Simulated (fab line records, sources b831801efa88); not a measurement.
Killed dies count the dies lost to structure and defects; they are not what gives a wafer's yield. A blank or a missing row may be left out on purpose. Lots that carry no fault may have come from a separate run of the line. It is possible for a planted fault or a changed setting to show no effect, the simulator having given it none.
fab line records :: flow gf180mcu :: part 2 of 2: steps 30 to 40 of 40
record
  lots=5
  wafers=15
  lastDay=34
route steps=602 shown HV_LDD@209 NSD@235 PSD@248
lots that met no fault: taken from a fault-free run of the same line
startH: the number of hours between the record's first day and the start of the first shown wafer of the lot :: waitH: hours since the lot's step before :: " same as the row above :: L1.1+2: one row covering several wafers at once :: - no value present, or no start provided :: * or withheld: withheld :: < > ~ a bound
route shown NAME@n: NAME is a module with steps in the file, n the number in the route of the first one :: usual: the fault-free wafers' mean and standard deviation :: same: alike in all rows :: chamber/n: place in a boat :: sites: per-site readings :: _std_site: standard deviation across them :: _edge_site: outer sites' mean less inner sites' :: radiusMm: for every site, how far away it sits from the centre of the wafer :: mask NAME#n: copy n :: behind: the tool/chamber that last shaped the wafer :: hold: reason for holding the lot/hours on hold/outcome of the hold :: device: which transistor (n, p or np) failed to switch :: end of line: tests of these same wafers at the route's end :: step lacking rows: just its recipe :: killed: count of dies lost to structure and defects at first sort (not the wafer's yield) :: map: a wafer's dies, marking killed ones x, the rest . and places with no die _
set.NAME: the run value of the setting; set.NAME@STEP: its run value at that earlier step :: model.NAME: the simulator's own value behind a step, which no gauge read
a table for each step, a row for each wafer; lots at some steps of the route
services: a tool's chamber out of use, with start hour (startH, from the record's first day; less than 0 if before it), hours out, and reason
## steps
# step GF_NSD_SOFTBAKE_03
# recipe
  tempC=90
  timeS=60
  resist=NOVOLAK
# same
  timeS=60
lot.wafer: L084.1+2+5
tool: lithoTrack-01
chamber: 0
startH: 375.51
waitH: 0.1

lot.wafer: L086.2+5+6
tool: lithoTrack-02
chamber: 0
startH: 399.13
waitH: 0.1

lot.wafer: L090.1+5+6
tool: lithoTrack-02
chamber: 0
startH: 424.15
waitH: 0.1

lot.wafer: L092.1+4+6
tool: lithoTrack-04
chamber: 0
startH: 441.59
waitH: 0.1

lot.wafer: L093.2+4+5
tool: lithoTrack-04
chamber: 0
startH: 450.32
waitH: 0.1
# step GF_NSD_EXPOSE_04
# recipe
  maskId=Nplus
  targetCdNm=400
  na=0.6
  sourceShape=conventional
  sigmaOuter=0.6
  doseMj=140
# usual
  focusOffsetNm=0.0/0.57
# same
  na=0.6
lot.wafer: L084.1
tool: ilineStepper-02
chamber: 0
startH: -
waitH: -
mask: Nplus#0
focusOffsetNm: 0.7

lot.wafer: L084.2
tool: ilineStepper-02
chamber: 0
startH: -
waitH: -
mask: Nplus#0
focusOffsetNm: 0.9

lot.wafer: L084.5
tool: ilineStepper-02
chamber: 0
startH: -
waitH: -
mask: Nplus#0
focusOffsetNm: 0.2

lot.wafer: L086.2
tool: ilineStepper-02
chamber: 0
startH: -
waitH: -
mask: Nplus#0
focusOffsetNm: 1.0

lot.wafer: L086.5
tool: ilineStepper-02
chamber: 0
startH: -
waitH: -
mask: Nplus#0
focusOffsetNm: -0.3

lot.wafer: L086.6
tool: ilineStepper-02
chamber: 0
startH: -
waitH: -
mask: Nplus#0
focusOffsetNm: 0.4

lot.wafer: L090.1
tool: ilineStepper-01
chamber: 0
startH: -
waitH: -
mask: Nplus#0
focusOffsetNm: 0.5

lot.wafer: L090.5
tool: ilineStepper-01
chamber: 0
startH: -
waitH: -
mask: Nplus#0
focusOffsetNm: -0.6

lot.wafer: L090.6
tool: ilineStepper-01
chamber: 0
startH: -
waitH: -
mask: Nplus#0
focusOffsetNm: 0.7

lot.wafer: L092.1
tool: ilineStepper-01
chamber: 0
startH: -
waitH: -
mask: Nplus#0
focusOffsetNm: -0.1

lot.wafer: L092.4
tool: ilineStepper-01
chamber: 0
startH: -
waitH: -
mask: Nplus#0
focusOffsetNm: 0.4

lot.wafer: L092.6
tool: ilineStepper-01
chamber: 0
startH: -
waitH: -
mask: Nplus#0
focusOffsetNm: 1.1

lot.wafer: L093.2
tool: ilineStepper-01
chamber: 0
startH: -
waitH: -
mask: Nplus#0
focusOffsetNm: -0.6

lot.wafer: L093.4
tool: ilineStepper-01
chamber: 0
startH: -
waitH: -
mask: Nplus#0
focusOffsetNm: -1.0

lot.wafer: L093.5
tool: ilineStepper-01
chamber: 0
startH: -
waitH: -
mask: Nplus#0
focusOffsetNm: -0.5
# step GF_NSD_PEB_05
# recipe
  tempC=withheld
  timeS=*
  resist=NOVOLAK
# same
  timeS=*
lot.wafer: L084.1+2+5
tool: lithoTrack-04
chamber: 0
startH: -
waitH: -

lot.wafer: L086.2+5+6
tool: lithoTrack-02
chamber: 0
startH: -
waitH: -

lot.wafer: L090.1+5+6
tool: lithoTrack-01
chamber: 0
startH: -
waitH: -

lot.wafer: L092.1+4+6
tool: lithoTrack-02
chamber: 0
startH: -
waitH: -

lot.wafer: L093.2+4+5
tool: lithoTrack-02
chamber: 0
startH: -
waitH: -
# step GF_NSD_DEVELOP_06
# recipe
  developTimeS=60
  devTempC=23
lot.wafer: L084.1+2+5
tool: lithoTrack-04
chamber: 0
startH: 386.39
waitH: 0.1

lot.wafer: L086.2+5+6
tool: lithoTrack-02
chamber: 0
startH: 411.13
waitH: 0.1

lot.wafer: L090.1+5+6
tool: lithoTrack-01
chamber: 0
startH: 436.26
waitH: 0.1

lot.wafer: L092.1+4+6
tool: lithoTrack-02
chamber: 0
startH: 454.50
waitH: 0.1

lot.wafer: L093.2+4+5
tool: lithoTrack-02
chamber: 0
startH: 462.78
waitH: 0.1
# step GF_NSD_CD_MEAS_07
# recipe
  targetCdNm=400
# usual
  cdNm=399.5/2.7
lot.wafer: L084.1
tool: cdSem-02
chamber: -
startH: 386.54
waitH: 0.1
cdNm: 400.2

lot.wafer: L084.2
tool: cdSem-02
chamber: -
startH: 386.54
waitH: 0.1
cdNm: 398.0

lot.wafer: L084.5
tool: cdSem-02
chamber: -
startH: 386.54
waitH: 0.1
cdNm: 399.8

lot.wafer: L086.2
tool: cdSem-01
chamber: -
startH: 411.27
waitH: 0.1
cdNm: 399.6

lot.wafer: L086.5
tool: cdSem-01
chamber: -
startH: 411.27
waitH: 0.1
cdNm: 400.4

lot.wafer: L086.6
tool: cdSem-01
chamber: -
startH: 411.27
waitH: 0.1
cdNm: 400.2

lot.wafer: L090.1
tool: cdSem-02
chamber: -
startH: 436.41
waitH: 0.1
cdNm: 399.6

lot.wafer: L090.5
tool: cdSem-02
chamber: -
startH: 436.41
waitH: 0.1
cdNm: 401.1

lot.wafer: L090.6
tool: cdSem-02
chamber: -
startH: 436.41
waitH: 0.1
cdNm: 399.6

lot.wafer: L092.1
tool: cdSem-02
chamber: -
startH: 454.65
waitH: 0.1
cdNm: 399.7

lot.wafer: L092.4
tool: cdSem-02
chamber: -
startH: 454.65
waitH: 0.1
cdNm: 401.7

lot.wafer: L092.6
tool: cdSem-02
chamber: -
startH: 454.65
waitH: 0.1
cdNm: 401.9

lot.wafer: L093.2
tool: cdSem-01
chamber: -
startH: 462.92
waitH: 0.1
cdNm: 399.4

lot.wafer: L093.4
tool: cdSem-01
chamber: -
startH: 462.92
waitH: 0.1
cdNm: 398.8

lot.wafer: L093.5
tool: cdSem-01
chamber: -
startH: 462.92
waitH: 0.1
cdNm: 397.2
# step GF_NSD_OVL_MEAS_08
# usual
  NSD_OVL=-0.2/1.6
lot.wafer: L084.1
tool: overlay-01
chamber: -
startH: 386.66
waitH: 0.1
NSD_OVL[nm]: -1.9

lot.wafer: L084.2
tool: overlay-01
chamber: -
startH: 386.66
waitH: 0.1
NSD_OVL[nm]: -1.3

lot.wafer: L084.5
tool: overlay-01
chamber: -
startH: 386.66
waitH: 0.1
NSD_OVL[nm]: -3.7

lot.wafer: L086.2
tool: overlay-02
chamber: -
startH: 411.38
waitH: 0.1
NSD_OVL[nm]: -1.6

lot.wafer: L086.5
tool: overlay-02
chamber: -
startH: 411.38
waitH: 0.1
NSD_OVL[nm]: -0.6

lot.wafer: L086.6
tool: overlay-02
chamber: -
startH: 411.38
waitH: 0.1
NSD_OVL[nm]: 0.6

lot.wafer: L090.1
tool: overlay-02
chamber: -
startH: 436.53
waitH: 0.1
NSD_OVL[nm]: -0.5

lot.wafer: L090.5
tool: overlay-02
chamber: -
startH: 436.53
waitH: 0.1
NSD_OVL[nm]: -2.2

lot.wafer: L090.6
tool: overlay-02
chamber: -
startH: 436.53
waitH: 0.1
NSD_OVL[nm]: -1.8

lot.wafer: L092.1
tool: overlay-01
chamber: -
startH: 454.77
waitH: 0.1
NSD_OVL[nm]: 0.3

lot.wafer: L092.4
tool: overlay-01
chamber: -
startH: 454.77
waitH: 0.1
NSD_OVL[nm]: -0.7

lot.wafer: L092.6
tool: overlay-01
chamber: -
startH: 454.77
waitH: 0.1
NSD_OVL[nm]: -0.3

lot.wafer: L093.2
tool: overlay-01
chamber: -
startH: 463.03
waitH: 0.1
NSD_OVL[nm]: 0.4

lot.wafer: L093.4
tool: overlay-01
chamber: -
startH: 463.03
waitH: 0.1
NSD_OVL[nm]: 0.4

lot.wafer: L093.5
tool: overlay-01
chamber: -
startH: 463.03
waitH: 0.1
NSD_OVL[nm]: 1.8
# step GF_NSD_IMPLANT_09
# recipe
  species=As
  energyKev=60
  doseCm2=4e+15
  tiltDeg=7
# usual
  faradayCurrentUA=12179/650
lot.wafer: L084.1
tool: implanter-01
chamber: 0
startH: 386.70
waitH: 0.0
faradayCurrentUA: 11623

lot.wafer: L084.2
tool: implanter-01
chamber: 0
startH: 386.70
waitH: 0.0
faradayCurrentUA: 11965

lot.wafer: L084.5
tool: implanter-01
chamber: 0
startH: 386.70
waitH: 0.0
faradayCurrentUA: 12382

lot.wafer: L086.2
tool: implanter-02
chamber: 0
startH: 411.43
waitH: 0.0
faradayCurrentUA: 11569

lot.wafer: L086.5
tool: implanter-02
chamber: 0
startH: 411.43
waitH: 0.0
faradayCurrentUA: 11751

lot.wafer: L086.6
tool: implanter-02
chamber: 0
startH: 411.43
waitH: 0.0
faradayCurrentUA: 11812

lot.wafer: L090.1
tool: implanter-01
chamber: 0
startH: 436.57
waitH: 0.0
faradayCurrentUA: 12071

lot.wafer: L090.5
tool: implanter-01
chamber: 0
startH: 436.57
waitH: 0.0
faradayCurrentUA: 12158

lot.wafer: L090.6
tool: implanter-01
chamber: 0
startH: 436.57
waitH: 0.0
faradayCurrentUA: 12107

lot.wafer: L092.1
tool: implanter-02
chamber: 0
startH: 454.81
waitH: 0.0
faradayCurrentUA: 11554

lot.wafer: L092.4
tool: implanter-02
chamber: 0
startH: 454.81
waitH: 0.0
faradayCurrentUA: 11232

lot.wafer: L092.6
tool: implanter-02
chamber: 0
startH: 454.81
waitH: 0.0
faradayCurrentUA: 11628

lot.wafer: L093.2
tool: implanter-02
chamber: 0
startH: 463.09
waitH: 0.0
faradayCurrentUA: 11738

lot.wafer: L093.4
tool: implanter-02
chamber: 0
startH: 463.09
waitH: 0.0
faradayCurrentUA: 11750

lot.wafer: L093.5
tool: implanter-02
chamber: 0
startH: 463.09
waitH: 0.0
faradayCurrentUA: 11520
# step GF_NSD_IMPLANT_10
# recipe
  species=P
  energyKev=40
  doseCm2=5e+14
  tiltDeg=7
# usual
  faradayCurrentUA=2790/55
lot.wafer: L084.1
tool: implanter-01
chamber: 0
startH: 386.85
waitH: 0.1
faradayCurrentUA: 2749

lot.wafer: L084.2
tool: implanter-01
chamber: 0
startH: 386.85
waitH: 0.1
faradayCurrentUA: 2739

lot.wafer: L084.5
tool: implanter-01
chamber: 0
startH: 386.85
waitH: 0.1
faradayCurrentUA: 2790

lot.wafer: L086.2
tool: implanter-02
chamber: 0
startH: 411.58
waitH: 0.1
faradayCurrentUA: 2795

lot.wafer: L086.5
tool: implanter-02
chamber: 0
startH: 411.58
waitH: 0.1
faradayCurrentUA: 2758

lot.wafer: L086.6
tool: implanter-02
chamber: 0
startH: 411.58
waitH: 0.1
faradayCurrentUA: 2794

lot.wafer: L090.1
tool: implanter-01
chamber: 0
startH: 436.72
waitH: 0.1
faradayCurrentUA: 2688

lot.wafer: L090.5
tool: implanter-01
chamber: 0
startH: 436.72
waitH: 0.1
faradayCurrentUA: 2706

lot.wafer: L090.6
tool: implanter-01
chamber: 0
startH: 436.72
waitH: 0.1
faradayCurrentUA: 2797

lot.wafer: L092.1
tool: implanter-02
chamber: 0
startH: 454.96
waitH: 0.1
faradayCurrentUA: 2753

lot.wafer: L092.4
tool: implanter-02
chamber: 0
startH: 454.96
waitH: 0.1
faradayCurrentUA: 2798

lot.wafer: L092.6
tool: implanter-02
chamber: 0
startH: 454.96
waitH: 0.1
faradayCurrentUA: 2657

lot.wafer: L093.2
tool: implanter-02
chamber: 0
startH: 463.24
waitH: 0.1
faradayCurrentUA: 2692

lot.wafer: L093.4
tool: implanter-02
chamber: 0
startH: 463.24
waitH: 0.1
faradayCurrentUA: 2847

lot.wafer: L093.5
tool: implanter-02
chamber: 0
startH: 463.24
waitH: 0.1
faradayCurrentUA: 2753
# step GF_NSD_STRIP_11
# recipe
  chemistry=O2/N2
  powerW=1400
  pressureMtorr=1500
  platenTempC=250
  o2FlowSccm=3000
  n2FlowSccm=300
  overashFraction=0.5
# usual
  drypumpMotorCurrentA=5.6/0.39
  heaterPowerW=312/38
  n2FlowSccm=300.0/0.88
  oesProductAu=0.487/0.005
  stripTimeToEndpointS=22.96/0.042
lot.wafer: L084.1
tool: plasmaAsher-03
chamber: 1
startH: 387.00
waitH: 0.1
drypumpMotorCurrentA: 5.4
heaterPowerW: 403
n2FlowSccm: 301.2
oesProductAu: 0.488
rfHoursCounterH: 80
stripTimeToEndpointS: 22.91

lot.wafer: L084.2
tool: plasmaAsher-03
chamber: 0
startH: 387.00
waitH: 0.1
drypumpMotorCurrentA: 6.0
heaterPowerW: 302
n2FlowSccm: 301.4
oesProductAu: 0.486
rfHoursCounterH: 80
stripTimeToEndpointS: 22.94

lot.wafer: L084.5
tool: plasmaAsher-03
chamber: 0
startH: 387.00
waitH: 0.1
drypumpMotorCurrentA: 6.0
heaterPowerW: 308
n2FlowSccm: 300.2
oesProductAu: 0.477
rfHoursCounterH: -
stripTimeToEndpointS: 22.95

lot.wafer: L086.2
tool: plasmaAsher-04
chamber: 0
startH: 411.71
waitH: 0.1
drypumpMotorCurrentA: 5.2
heaterPowerW: 270
n2FlowSccm: 300.6
oesProductAu: 0.488
rfHoursCounterH: 66
stripTimeToEndpointS: 22.97

lot.wafer: L086.5
tool: plasmaAsher-04
chamber: 0
startH: 411.71
waitH: 0.1
drypumpMotorCurrentA: 5.2
heaterPowerW: 281
n2FlowSccm: 299.3
oesProductAu: 0.487
rfHoursCounterH: -
stripTimeToEndpointS: 22.97

lot.wafer: L086.6
tool: plasmaAsher-04
chamber: 1
startH: 411.71
waitH: 0.1
drypumpMotorCurrentA: 5.8
heaterPowerW: 309
n2FlowSccm: 299.5
oesProductAu: 0.486
rfHoursCounterH: -
stripTimeToEndpointS: 22.98

lot.wafer: L090.1
tool: plasmaAsher-04
chamber: 0
startH: 436.87
waitH: 0.1
drypumpMotorCurrentA: 5.2
heaterPowerW: 288
n2FlowSccm: 302.7
oesProductAu: 0.493
rfHoursCounterH: 70
stripTimeToEndpointS: 22.94

lot.wafer: L090.5
tool: plasmaAsher-04
chamber: 0
startH: 436.87
waitH: 0.1
drypumpMotorCurrentA: 5.2
heaterPowerW: 282
n2FlowSccm: 301.7
oesProductAu: 0.482
rfHoursCounterH: -
stripTimeToEndpointS: 22.98

lot.wafer: L090.6
tool: plasmaAsher-04
chamber: 1
startH: 436.87
waitH: 0.1
drypumpMotorCurrentA: 5.8
heaterPowerW: 322
n2FlowSccm: 299.4
oesProductAu: 0.490
rfHoursCounterH: -
stripTimeToEndpointS: 22.99

lot.wafer: L092.1
tool: plasmaAsher-04
chamber: 1
startH: 455.11
waitH: 0.1
drypumpMotorCurrentA: 5.8
heaterPowerW: 316
n2FlowSccm: 301.0
oesProductAu: 0.488
rfHoursCounterH: 71
stripTimeToEndpointS: 23.01

lot.wafer: L092.4
tool: plasmaAsher-04
chamber: 0
startH: 455.11
waitH: 0.1
drypumpMotorCurrentA: 5.2
heaterPowerW: 282
n2FlowSccm: 298.8
oesProductAu: 0.487
rfHoursCounterH: -
stripTimeToEndpointS: 22.96

lot.wafer: L092.6
tool: plasmaAsher-04
chamber: 1
startH: 455.11
waitH: 0.1
drypumpMotorCurrentA: 5.8
heaterPowerW: 309
n2FlowSccm: 299.3
oesProductAu: 0.487
rfHoursCounterH: -
stripTimeToEndpointS: 23.01

lot.wafer: L093.2
tool: plasmaAsher-02
chamber: 0
startH: 463.36
waitH: 0.1
drypumpMotorCurrentA: 6.4
heaterPowerW: 374
n2FlowSccm: 300.5
oesProductAu: 0.484
rfHoursCounterH: 33
stripTimeToEndpointS: 22.96

lot.wafer: L093.4
tool: plasmaAsher-02
chamber: 1
startH: 463.36
waitH: 0.1
drypumpMotorCurrentA: 5.4
heaterPowerW: 287
n2FlowSccm: 300.8
oesProductAu: 0.484
rfHoursCounterH: -
stripTimeToEndpointS: 22.91

lot.wafer: L093.5
tool: plasmaAsher-02
chamber: 1
startH: 463.36
waitH: 0.1
drypumpMotorCurrentA: 5.4
heaterPowerW: 292
n2FlowSccm: 300.6
oesProductAu: 0.484
rfHoursCounterH: -
stripTimeToEndpointS: 22.97
# step GF_NSD_TW_MEAS_12
# usual
  NSD_TW=4244/41
lot.wafer: L084.1
tool: filmMetro-03
chamber: -
startH: 387.10
waitH: 0.1
NSD_TW: 4185

lot.wafer: L084.2
tool: filmMetro-03
chamber: -
startH: 387.10
waitH: 0.1
NSD_TW: 4194

lot.wafer: L084.5
tool: filmMetro-03
chamber: -
startH: 387.10
waitH: 0.1
NSD_TW: 4218

lot.wafer: L086.2
tool: filmMetro-03
chamber: -
startH: 411.82
waitH: 0.1
NSD_TW: 4187

lot.wafer: L086.5
tool: filmMetro-03
chamber: -
startH: 411.82
waitH: 0.1
NSD_TW: 4188

lot.wafer: L086.6
tool: filmMetro-03
chamber: -
startH: 411.82
waitH: 0.1
NSD_TW: 4197

lot.wafer: L090.1
tool: filmMetro-03
chamber: -
startH: 436.97
waitH: 0.1
NSD_TW: 4185

lot.wafer: L090.5
tool: filmMetro-03
chamber: -
startH: 436.97
waitH: 0.1
NSD_TW: 4185

lot.wafer: L090.6
tool: filmMetro-03
chamber: -
startH: 436.97
waitH: 0.1
NSD_TW: 4200

lot.wafer: L092.1
tool: filmMetro-04
chamber: -
startH: 455.21
waitH: 0.1
NSD_TW: 4268

lot.wafer: L092.4
tool: filmMetro-04
chamber: -
startH: 455.21
waitH: 0.1
NSD_TW: 4276

lot.wafer: L092.6
tool: filmMetro-04
chamber: -
startH: 455.21
waitH: 0.1
NSD_TW: 4260

lot.wafer: L093.2
tool: filmMetro-04
chamber: -
startH: 463.47
waitH: 0.1
NSD_TW: 4265

lot.wafer: L093.4
tool: filmMetro-04
chamber: -
startH: 463.47
waitH: 0.1
NSD_TW: 4251

lot.wafer: L093.5
tool: filmMetro-04
chamber: -
startH: 463.47
waitH: 0.1
NSD_TW: 4279
# step GF_PSD_DEHYDRATE_00
# recipe
  tempC=200
  timeS=60
# same
  timeS=60
lot.wafer: L084.1+2+5
tool: lithoTrack-01
chamber: 0
startH: 398.31
waitH: 11.2

lot.wafer: L086.2+5+6
tool: lithoTrack-01
chamber: 0
startH: 423.54
waitH: 11.7

lot.wafer: L090.1+5+6
tool: lithoTrack-02
chamber: 0
startH: 448.75
waitH: 11.8

lot.wafer: L092.1+4+6
tool: lithoTrack-02
chamber: 0
startH: 466.30
waitH: 11.1

lot.wafer: L093.2+4+5
tool: lithoTrack-01
chamber: 0
startH: 474.24
waitH: 10.8
## services
tool: lpcvd-01
chamber: -
startH: 315.01
hours: 1.0
kind: repair

tool: lithoTrack-04
chamber: -
startH: 321.75
hours: -
kind: consumableReplace:filter

tool: implanter-01
chamber: -
startH: 323.31
hours: 1.0
kind: repair

tool: implanter-01
chamber: -
startH: 326.32
hours: 5.1
kind: pm

tool: plasmaAsher-03
chamber: -
startH: 339.10
hours: 4.8
kind: pm

tool: plasmaAsher-03
chamber: -
startH: 351.34
hours: 0.7
kind: repair

tool: implanter-02
chamber: -
startH: 352.94
hours: 3.7
kind: repair

tool: wetBench-04
chamber: -
startH: 357.79
hours: 4.3
kind: repair

tool: rieDiel-01
chamber: 3
startH: 382.64
hours: 4.6
kind: repair

tool: rieDiel-02
chamber: 1
startH: 394.55
hours: 5.9
kind: repair

tool: plasmaAsher-02
chamber: -
startH: 394.79
hours: 2.1
kind: repair

tool: implanter-02
chamber: -
startH: 402.21
hours: 0.8
kind: repair

tool: implanter-04
chamber: -
startH: 405.97
hours: 1.6
kind: repair

tool: ilineStepper-01
chamber: -
startH: 406.19
hours: 3.0
kind: repair

tool: implanter-01
chamber: -
startH: 409.00
hours: 6.2
kind: pm

tool: lpcvd-01
chamber: -
startH: 417.23
hours: 1.8
kind: repair

tool: implanter-01
chamber: -
startH: 417.39
hours: 1.3
kind: repair

tool: ilineStepper-02
chamber: -
startH: 417.93
hours: 8.9
kind: pm

tool: plasmaAsher-03
chamber: -
startH: 421.25
hours: 9.0
kind: pm

tool: ilineStepper-01
chamber: -
startH: 426.82
hours: 1.7
kind: pm

tool: ilineStepper-01
chamber: -
startH: 428.54
hours: 1.9
kind: repair

tool: rieDiel-02
chamber: 2
startH: 430.86
hours: 3.1
kind: repair

tool: rieDiel-02
chamber: 0
startH: 439.01
hours: 8.5
kind: repair

tool: lpcvd-01
chamber: -
startH: 472.55
hours: 2.8
kind: pm
